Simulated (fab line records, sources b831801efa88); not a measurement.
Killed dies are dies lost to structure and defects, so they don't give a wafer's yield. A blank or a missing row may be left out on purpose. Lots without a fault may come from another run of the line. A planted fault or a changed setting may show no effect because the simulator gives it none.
Problem report in the 8D (eight disciplines) form, filled by code | flow sky130 | the parts of the form that need people (team, actions taken, sign-off) are left out

1. THE PROBLEM
VT_ADJUST_LVTN_2_TW at SKY_VT_ADJUST_LVTN_TW_MEAS_21 reads a mean of 210.2 on 6 wafers of 2 lots; wafers without a fault read 188.2 with a standard deviation of 1.3. That is +17 standard deviations from the usual mean.
First seen on wafer L531.1, day 12 11:16, on film_metro-03. The record holds 39 wafers of 13 lots with a number at this step. Rule for "out", or "out of limits": more than 4 standard deviations from the usual mean. The other wafers with a number count as sound.

2. WHAT IT IS AND WHAT IT IS NOT
question                    | is                     | is not
which readings at this step | VT_ADJUST_LVTN_2_TW    | -
which lots                  | L531, L532             | L515, L518, L520, L521, L523, L524, L526, L533, L534, L536, L537
which wafers of those lots  | all that have a number | -
read on which gauges        | film_metro-03          | film_metro-01, film_metro-02
when                        | from day 12 11:16      | up to then (21 sound wafers); but 12 sound wafers of L533, L534, L536, L537 came after

3. SUSPECTS, AND WHAT RULES EACH OUT
Counting: a tool at a process step up to the reading stays a suspect if it ran every lot that is out and no sound lot after the first of them.
- the gauge at SKY_VT_ADJUST_LVTN_TW_MEAS_21: ruled out. All the wafers that are out were read on film_metro-03, but those of them that SKY_VT_ADJUST_LVTN_IMPLANT_19 has rows for are out there too, on other tools.
- implanter-02 at SKY_VT_ADJUST_LVTN_IMPLANT_19: kept. It ran every lot that is out, first L531 (day 12 11:01), and no sound lot after that; its last sound lot up to then is L524 (day 10 16:55). Its own readings are out on those wafers: dose_ions_cm2, faraday_current_uA.
Left after counting: implanter-02 at SKY_VT_ADJUST_LVTN_IMPLANT_19.

4. THE CAUSE (what the simulator had put in)
Process parameter drift: implanter-02, from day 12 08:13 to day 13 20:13, at SKY_VT_ADJUST_LVTN_IMPLANT_19. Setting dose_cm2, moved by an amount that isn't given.
Counting left only this tool.

5. THE CHAIN OF EFFECTS, in route order
Each row: a reading whose mean over the struck wafers that have a number lies more than 3 standard deviations from the usual. Only readings for which the record gives a usual standard deviation are gone through. hours: the time from each lot's start at the first step in this table that gives one to its start at this step, as a median over the lots. sigmas: the change in usual standard deviations.
hours | step                          | reading             | usual   | on struck wafers | change   | sigmas
0     | SKY_VT_ADJUST_LVTN_IMPLANT_19 | dose_ions_cm2       | 6.5e+11 | 1.0e+12          | +3.5e+11 | +99 or more
0     | SKY_VT_ADJUST_LVTN_IMPLANT_19 | faraday_current_uA  | 3.66    | 5.67             | +2.01    | +29
0     | SKY_VT_ADJUST_LVTN_TW_MEAS_21 | VT_ADJUST_LVTN_2_TW | 188.2   | 210.2            | +22.0    | +17
The process steps in it:
- SKY_VT_ADJUST_LVTN_IMPLANT_19
Later measuring or inspecting steps at which every struck wafer that the step has a row for has a number for every such reading, and none has moved that far: SKY_VT_ADJUST_NCORE_OVL_MEAS_08, SKY_VT_ADJUST_HVTR_CD_MEAS_07.

6. WHAT WOULD HAVE CAUGHT IT SOONER
In this record the first reading out of limits at a measuring or inspecting step was taken at day 12 11:16, 3 hours after the fault began at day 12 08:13.
The tool's own readings at SKY_VT_ADJUST_LVTN_IMPLANT_19 were out on every struck wafer that the step has a row for (dose_ions_cm2, faraday_current_uA): an alarm limit on them would have fired on the first of those.
Of the lots that are out (2), L532 began SKY_VT_ADJUST_LVTN_IMPLANT_19 on implanter-02 after day 12 11:16. A hold on the tool at that time would have spared it.
